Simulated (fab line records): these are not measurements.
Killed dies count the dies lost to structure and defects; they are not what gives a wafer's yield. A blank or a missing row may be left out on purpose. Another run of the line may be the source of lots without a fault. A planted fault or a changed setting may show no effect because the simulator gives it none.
Problem report in the 8D (eight disciplines) form, filled by code ; flow sky130 ; the parts of the form that need people (team, actions taken, sign-off) are left out

1. WHAT WENT WRONG
At SKY_LDD_N_IMPLANT_15, dose ions cm2 averages 3.154e+12 over 6 wafers from 2 lots, while fault-free wafers read 4.999e+12, standard deviation 6.4e+09. That is -99 or more standard deviations from the usual mean.
Seen first at day 22 21:07 on implanter-02, wafer L522.4. The record has a number at this step for 18 wafers belonging to 6 lots. Rule for "out", or "out of limits": more than 4 standard deviations from the usual mean. The rest of the wafers with a number are treated as sound.

2. WHAT THIS IS AND IS NOT
question;is;is not
which readings at this step;dose ions cm2, faraday current uA;-
which lots;L522, L523;L512, L529, L530, L533
which wafers of those lots;all that have a number;-
read on which tools;implanter-02;implanter-01, implanter-03
when;from day 22 21:07;"up to then (3 sound wafers); but 9 sound wafers of L529, L530, L533 came after"

3. THE SUSPECTS, EACH WITH WHAT RULES IT OUT
Counting: a tool at a process step up to the reading stays a suspect if it ran every lot that is out and no sound lot after the first of them.
- implanter-02 at SKY_LDD_N_IMPLANT_15: ruled out as a lasting fault. Following L522 (day 22 21:07), the first lot on it that is out, the sound lots L533 were run on it.
Left after counting: nothing in the record.

4. THE CAUSE (what the simulator had put in)
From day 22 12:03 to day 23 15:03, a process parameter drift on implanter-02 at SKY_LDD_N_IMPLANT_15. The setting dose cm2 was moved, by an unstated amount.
Counting ruled it out, wrongly.

5. THE EFFECT CHAIN, in route order
Each row: a reading whose mean over the struck wafers that have a number lies more than 3 standard deviations from the usual. Only readings whose record carries a usual standard deviation are examined. hours: median over the lots of the time between each lot's start at the first step of this table that gives one and its start at this step. sigmas: the change, counted in usual standard deviations.
hours;step;reading;usual;on struck wafers;change;sigmas
0;SKY_LDD_N_IMPLANT_15;dose ions cm2;4.999e+12;3.154e+12;-1.845e+12;-99 or more
0;SKY_LDD_N_IMPLANT_15;faraday current uA;28.2;17.7;-10.5;-20
Its process steps:
- SKY_LDD_N_IMPLANT_15

6. HOW IT WOULD HAVE BEEN CAUGHT EARLIER
In this record no reading fell out of limits until day 22 21:07, 9 hours after the fault had begun at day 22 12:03.
